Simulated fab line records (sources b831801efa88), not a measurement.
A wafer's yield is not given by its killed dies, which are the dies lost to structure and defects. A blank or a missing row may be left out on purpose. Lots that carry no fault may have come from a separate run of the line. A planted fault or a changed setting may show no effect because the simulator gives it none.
Which of the tools did it?	flow gf180mcu	7 lots (20 wafers sampled), 1 step of a 602-step route

## WHAT THE GAUGES SHOWED, per wafer
GF_STI_THK_MEAS_02.
lot	measured	on	STI_OXIDATION_THK (nm)
L131	day 1 16:38	film-metro-02	10.01 9.99 10.05
L133	day 2 03:59	film-metro-04	9.69 9.62 9.69
L138	day 3 04:46	film-metro-04	9.84 9.87 9.78
L144	day 4 13:41	film-metro-03	10.36 10.13
L147	day 5 02:00	film-metro-03	9.99 10.20 10.03
L150	day 5 17:12	film-metro-03	9.83 9.92 9.91
L152	day 6 04:14	film-metro-03	10.22 10.17 10.17

## WHICH TOOL RAN EACH LOT (tool, then ch and the chambers of the sampled wafers, then the start)
The record holds no process step before these readings.

## THE ANSWER, worked out from the rows above alone
Rule: the lots themselves supply what counts as usual. Put in order of their means at a reading, lots are off if they are a third of the lots or fewer, leave a main group of 4 or more, and stand apart from it by a gap of 3 or more times the standard deviation of the main group's means; of several such gaps the widest counts. Not used: any main group whose means are identical at the precision the tables above print for the reading. A lot without any number at a reading at which 4 lots or more have one is off too. Any other lot the step has rows for is counted as sound.
No lot is off on any of the readings shown, so nothing can be concluded from this.

## WHAT THE SIMULATOR PUT IN
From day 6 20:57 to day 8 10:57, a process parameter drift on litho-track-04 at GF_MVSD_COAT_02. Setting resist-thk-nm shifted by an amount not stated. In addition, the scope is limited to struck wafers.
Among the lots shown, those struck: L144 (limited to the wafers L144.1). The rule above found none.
